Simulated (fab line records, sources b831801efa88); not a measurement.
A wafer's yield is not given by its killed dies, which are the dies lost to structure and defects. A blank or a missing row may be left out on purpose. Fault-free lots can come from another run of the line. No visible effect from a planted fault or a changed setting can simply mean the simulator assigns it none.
What tool caused it?	flow sky130	route of 708 steps, sampled at 1 step: 11 lots, 33 wafers

## WHAT EACH GAUGE READ, for each wafer
SKY_METAL3_OVL_MEAS_14.
lot	measured	on	METAL3_OVL (nm)
L210	day 38 08:12	overlay-02	14 7 3
L211	day 38 18:21	overlay-02	-8 -4 -3
L212	day 39 06:14	overlay-02	0 6 1
L214	day 39 23:53	overlay-01	1 -3 -1
L213	day 40 00:08	overlay-02	-2 2 7
L218	day 41 04:49	overlay-01	-1 2 -4
L223	day 42 15:56	overlay-01	-4 -8 -3
L227	day 43 14:02	overlay-02	0 -3 0
L230	day 44 12:46	overlay-02	-6 -2 -3
L231	day 44 13:47	overlay-01	-2 -6 -5
L232	day 44 17:27	overlay-02	0 -1 2

## WHICH TOOL RAN EACH LOT (tool, then ch and the chambers of the sampled wafers, then the start)
The record shows no process step preceding these readings.

## WHAT THE TOOLS THEMSELVES READ (means of the sampled wafers that have a number; where no wafer has one, the mark that the record gives instead)
The record holds no such reading with a usual standard deviation.

## THE ANSWER, worked out from the rows above alone
Rule: the usual values come from the lots themselves. Put in order of their means at a reading, lots are off if they are a third of the lots or fewer, leave a main group of 4 or more, and stand apart from it by a gap of 3 or more times the standard deviation of the main group's means; of several such gaps the widest counts. A main group whose means are all the same, to the digits that the tables above print for the reading, isn't used. Also off: a lot with no number at a reading for which 4 or more lots have one. Where the step has rows for the other lots, those lots are counted as sound. After the gauges, taken in route order, come the tools' own readings; for these a lot's mean is taken, as printed above. The first step at which some lot is off is used, and at that step the reading that is off furthest; a lot without a number counts as furthest.
None of the lots is off at any reading shown; this tells nothing.

## WHAT THE SIMULATOR HAD INSERTED
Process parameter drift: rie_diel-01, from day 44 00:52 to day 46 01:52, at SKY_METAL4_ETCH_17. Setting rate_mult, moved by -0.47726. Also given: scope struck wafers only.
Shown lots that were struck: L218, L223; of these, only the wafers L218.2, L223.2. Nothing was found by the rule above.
